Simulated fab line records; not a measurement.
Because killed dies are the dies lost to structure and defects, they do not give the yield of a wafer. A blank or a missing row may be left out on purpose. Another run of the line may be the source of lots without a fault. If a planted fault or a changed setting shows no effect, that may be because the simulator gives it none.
2 desks, one fault -- flow gf180mcu -- each desk holds nothing but its own numbers, with what lay behind them at the end

== AT THE METROLOGY DESK ==
What the gauges read for every lot (on any tool): the sampled wafers with a number, averaged. The brackets show how far a lot's mean lies from the usual mean; more than 4 standard deviations puts the lot out of limits, marked OUT.
Columns: A = MVSD_TW at GF_MVSD_TW_MEAS_11, usual 1573; B = HV_LDD_2_TW at GF_HV_LDD_TW_MEAS_23, usual 1044
lot,first seen here,A,B
L491,day 4 10:35,1586,1044
L492,day 4 16:50,1580,1035
L494,day 5 05:46,1564,1057
L495,day 5 11:41,1574,1046
L496,day 5 17:12,1594,1062
L498,day 6 04:03,1574,1044
L499,day 6 08:07,1566,1049
L500,day 6 13:00,1566,1047
L501,day 6 22:19,1561,1041
L502,day 7 02:30,1586,1041
L504,day 7 13:43,1583,1047
L508,day 8 13:27,1560,1040
L511,day 9 06:05,1577,1040
L512,day 9 14:12,1557,1040
This desk found nothing out of limits on any of the 14 lots.

== AT THE TOOL OWNER'S DESK: lithoTrack-03 ==
For each lot that ran on this tool, the mean over its sampled wafers that have a number, from the tool's own readings at GF_DNWELL_PEB_05. The brackets show how far a lot's mean lies from the usual mean; more than 4 standard deviations puts the lot out of limits, marked OUT.
Columns: A = chillPlateTempC at GF_DNWELL_PEB_05, usual 23.01 C; B = exhaustPa at GF_DNWELL_PEB_05, usual 44.9 Pa
lot,first seen here,A,B
L495,day 3 17:00,23.00,46.0
L496,day 3 22:00,23.00,44.8
L498,day 4 07:00,23.09,45.1
L499,day 4 12:00,22.93,44.2
L504,day 5 15:00,22.85,44.9
L511,day 7 03:00,22.95,45.0
This desk found nothing out of limits on any of the 6 lots.

== BROUGHT TOGETHER ==
From the metrology desk's view, nothing was out of limits.
The tool owner's desk saw nothing out of limits.

== WHAT THE SIMULATOR PUT IN ==
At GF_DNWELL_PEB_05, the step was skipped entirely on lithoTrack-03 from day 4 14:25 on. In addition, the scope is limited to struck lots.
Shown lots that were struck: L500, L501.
